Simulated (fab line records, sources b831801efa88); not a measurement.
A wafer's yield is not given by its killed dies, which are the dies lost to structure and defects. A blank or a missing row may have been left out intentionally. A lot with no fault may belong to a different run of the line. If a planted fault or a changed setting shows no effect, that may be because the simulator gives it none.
Comparing a struck lot with a sound one -- flow sky130 -- 15 out of 708 route steps
Sound: wafers L646.1, L646.3, L646.6. Struck: wafer L662.2 (L662.1, L662.4, from the same lot, were not struck and are left out); the cause is given at the end.
Each step with rows lists, per side, the tool, then ch with its chambers, then its first start. Under that, the readings that differ: sound wafers -- struck wafers -- difference of the means -- sigmas: that difference in standard deviations of wafers without a fault.
alike: words and numbers the same on both sides, and readings whose means are apart by under 2 such deviations; not compared: readings that were withheld, readings missing a value for some wafer, numbers with overlapping values and no deviation given by the record, and bounds like >300 which may hide the same value.
A row with sigmas, a row that says differs or no value, or rows on one side alone: a step with any of these is where the two part. Non-overlapping numbers with no deviation appear without sigmas and do not part them. A reading missing from all wafers of one side parts the sides only when that side holds two or more wafers.

first, 3 steps without rows for these wafers: SKY_CONTACT_ETCH_16 (etches BARC in N2/H2, stops on SiO2, time 45.9 s, target depth 60 nm); SKY_CONTACT_ETCH_17 (etches SiO2 in C4F8/O2/Ar, stops on Si3N4, target depth 340 nm); SKY_CONTACT_ETCH_18 (etches Si3N4 in CHF3/O2, stops on TiN, time 39 s, target depth 75 nm).
SKY_CONTACT_STRIP_19: strips in O2/N2.
  sound on plasmaAsher-02 ch 0, day 32 12:05; struck on plasmaAsher-02 ch 0, day 37 19:02
reading,sound,struck,difference,sigmas
stripTimeToEndpointS (s),3.68 3.66 3.57,3.55,-0.09,-2
  alike: drypumpMotorCurrentA, oesProductAu
  not compared: rfHoursCounterH
then, 3 steps without rows for these wafers: SKY_CONTACT_STRIP_20 (strips in post etch residue remover, time 1200 s); SKY_CONTACT_CLEAN_21 (cleans in IPA, time 180 s); SKY_CONTACT_CLEAN_22 (cleans in O3/DIW).
SKY_CONTACT_SPUTTER_23: material TiN, target thk 20 nm, time 80 s.
  struck on pvdSputter-04, day 37 19:37; sound on pvdSputter-01, day 32 12:41
  alike: throttleValvePct
SKY_CONTACT_CVD_24: deposits W, target thk 340 nm, time 102.12 s.
  sound on cvdW-01 ch 0,1, day 32 12:45; struck on cvdW-01 ch 0, day 37 19:41
  alike: heaterPowerW
SKY_CONTACT_RS_MEAS_25: measures by four-point-probe.
  struck on filmMetro-02, day 37 19:47; sound on filmMetro-04, day 32 12:52
  alike: CONTACT_W_RS
SKY_CONTACT_THK_MEAS_26: measures by xrf.
  struck on filmMetro-02, day 37 19:55; sound on filmMetro-04, day 32 12:59
  alike: CONTACT_W_THK
SKY_CONTACT_CMP_27: polishes, stops on SiO2, t overpolish 15 s, target thk 0 nm.
  sound on cmp-02 ch 2,3, day 32 13:02; struck on cmp-01 ch 1, day 37 19:58
reading,sound,struck,difference,sigmas
motorCurrentA (A),11.4 12.1 12.0,9.7,-2.1,-2
  alike: overpolishRunS, timeToEndpointS
SKY_METAL1_SPUTTER_00: material Ti, target thk 15 nm, time 10 s.
  struck on pvdSputter-01, day 37 20:16; sound on pvdSputter-02, day 32 13:20
reading,sound,struck,difference,sigmas
model.Ti_of_METAL1_SPUTTER_00.thkNm (nm),15.09 14.97 15.03,11.24,-3.79,
  alike: throttleValvePct
SKY_METAL1_SPUTTER_01: material TiN, target thk 20 nm, time 16.7 s.
  struck on pvdSputter-01, day 37 20:18; sound on pvdSputter-02, day 32 13:22
  alike: throttleValvePct
-- the record jumps here: 13 days lie between the struck wafers' starts before and after (it left off in module METAL1 and takes up again in module PAD_OPEN, whose first step shown is number 708 of the route) --
SKY_PAD_OPEN_PROBE_99:
  struck on prober-01, day 50 09:56; sound on prober-01, day 46 14:43
reading,sound,struck,difference,sigmas
defectLimitedYield (%),82.9 81.3 82.7,86.0,+3.7,+2
killed_at_M0_to_M3,46 58 32,30,-15,-2
killedDies,84 92 85,69,-18,-2
sortNPass,408 400 407,423,+18,+2
sortYieldPct (%),82.9 81.3 82.7,86.0,+3.7,+2
  alike: killed_at_M4_up, killedAtContacts, killedAtFrontEnd, killedAtOther, killedOpen, killedShort, sort_bin_3_pad_short, sort_bin_5_function, sort_bin_6_memory

## WHERE THEY PART
Earliest at SKY_CONTACT_STRIP_19; latest, in this record, at SKY_PAD_OPEN_PROBE_99.

WHY: what the simulator had put in
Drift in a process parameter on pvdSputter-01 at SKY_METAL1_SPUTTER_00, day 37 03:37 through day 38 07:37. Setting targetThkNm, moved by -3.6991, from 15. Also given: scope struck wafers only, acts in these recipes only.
